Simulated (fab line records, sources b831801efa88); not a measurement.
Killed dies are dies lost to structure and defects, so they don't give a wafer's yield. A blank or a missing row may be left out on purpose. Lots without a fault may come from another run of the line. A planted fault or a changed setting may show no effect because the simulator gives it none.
Chamber matching | flow sfq_line | SFQ_TRILAYER_I1_VIA_ETCH_VIA_ETCH_052 on rie_diel-01: 4 sister chambers
The step etches SiO2 in CHF3, stops on Nb, target depth 260 nm. 8 wafers are shown with their chamber, then 7 later ones without.

WAFERS WITH THEIR CHAMBER
wafer  | chamber | drypump_motor_current_A (A) | rf_fwd_power_W (W)
L508.1 | 2       | 6.7                         | 497.3
L517.3 | 1       | 4.8                         | 499.2
L517.4 | 2       | 6.7                         | 497.7
L519.4 | 1       | 4.8                         | 498.6
L524.5 | 3       | 6.8                         | 496.8
L524.6 | 0       | 5.3                         | 500.0
L526.2 | 3       | 6.7                         | 496.1
L526.3 | 0       | 5.3                         | 497.1

WAFERS WITHOUT THEIR CHAMBER
wafer  | drypump_motor_current_A (A) | rf_fwd_power_W (W)
L526.6 | 4.8                         | 497.5
L527.3 | 6.7                         | 497.5
L527.5 | 4.8                         | 498.0
L527.6 | 6.7                         | 499.6
L528.1 | 6.7                         | 500.2
L528.2 | 5.3                         | 497.0
L528.5 | 4.8                         | 496.2

WHICH CHAMBER EACH WENT THROUGH
wafer  | from the rows above     | in truth
L526.6 | 1                       | 1
L527.3 | can't be placed: 2 or 3 | 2
L527.5 | 1                       | 1
L527.6 | can't be placed: 2 or 3 | 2
L528.1 | can't be placed: 2 or 3 | 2
L528.2 | 0                       | 0
L528.5 | 1                       | 1
Placed correctly: 4 of 7. Can't be placed from these rows: 3 (the true chamber is among the candidates in 3). Placed wrongly: 0.
How it was worked out, from the rows above alone: a wafer's distance from a chamber is the root of the sum, over the readings, of the square of ((its reading less the chamber's mean) divided by the reading's scatter). The wafer belongs to the nearest chamber; if the next one is less than 2 further off, it can't be placed. A chamber's mean is the mean of its shown wafers. The scatter: the root of (the sum of the squares of (reading less its chamber's mean) over the shown wafers, divided by (wafers less chambers)).
